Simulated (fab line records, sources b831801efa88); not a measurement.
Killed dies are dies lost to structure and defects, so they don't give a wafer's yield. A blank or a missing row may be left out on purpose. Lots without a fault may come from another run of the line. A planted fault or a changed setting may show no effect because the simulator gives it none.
Which tool did it? | flow sky130 | 7 lots, 20 wafers sampled, at 1 step of a route of 708

WHAT THE GAUGES READ, wafer by wafer
SKY_PWDE_TW_MEAS_10.
lot  | measured    | on            | PWDE_TW
L944 | day 4 00:47 | film_metro-01 | 371 371 370
L947 | day 4 20:01 | film_metro-03 | 379 379 382
L949 | day 5 05:45 | film_metro-03 | 383 382
L959 | day 7 17:12 | film_metro-03 | 379 377 379
L962 | day 8 07:56 | film_metro-04 | 370 372 370
L964 | day 8 16:01 | film_metro-01 | 369 370 370
L966 | day 9 05:16 | film_metro-01 | 371 371 370

WHICH TOOL RAN EACH LOT (tool, then ch and the chambers of the sampled wafers, then the start)
The record holds no process step before these readings.

THE ANSWER, worked out from the rows above alone
Rule: what is usual is taken from the lots themselves. Put in order of their means at a reading, lots are off if they are a third of the lots or fewer, leave a main group of 4 or more, and stand apart from it by a gap of 3 or more times the standard deviation of the main group's means; of several such gaps the widest counts. A main group whose means are all the same, to the digits that the tables above print for the reading, isn't used. A lot without any number at a reading at which 4 lots or more have one is off too. The other lots that the step has rows for count as sound.
No lot is off at any reading shown: from this, nothing can be told.

WHAT THE SIMULATOR HAD PUT IN
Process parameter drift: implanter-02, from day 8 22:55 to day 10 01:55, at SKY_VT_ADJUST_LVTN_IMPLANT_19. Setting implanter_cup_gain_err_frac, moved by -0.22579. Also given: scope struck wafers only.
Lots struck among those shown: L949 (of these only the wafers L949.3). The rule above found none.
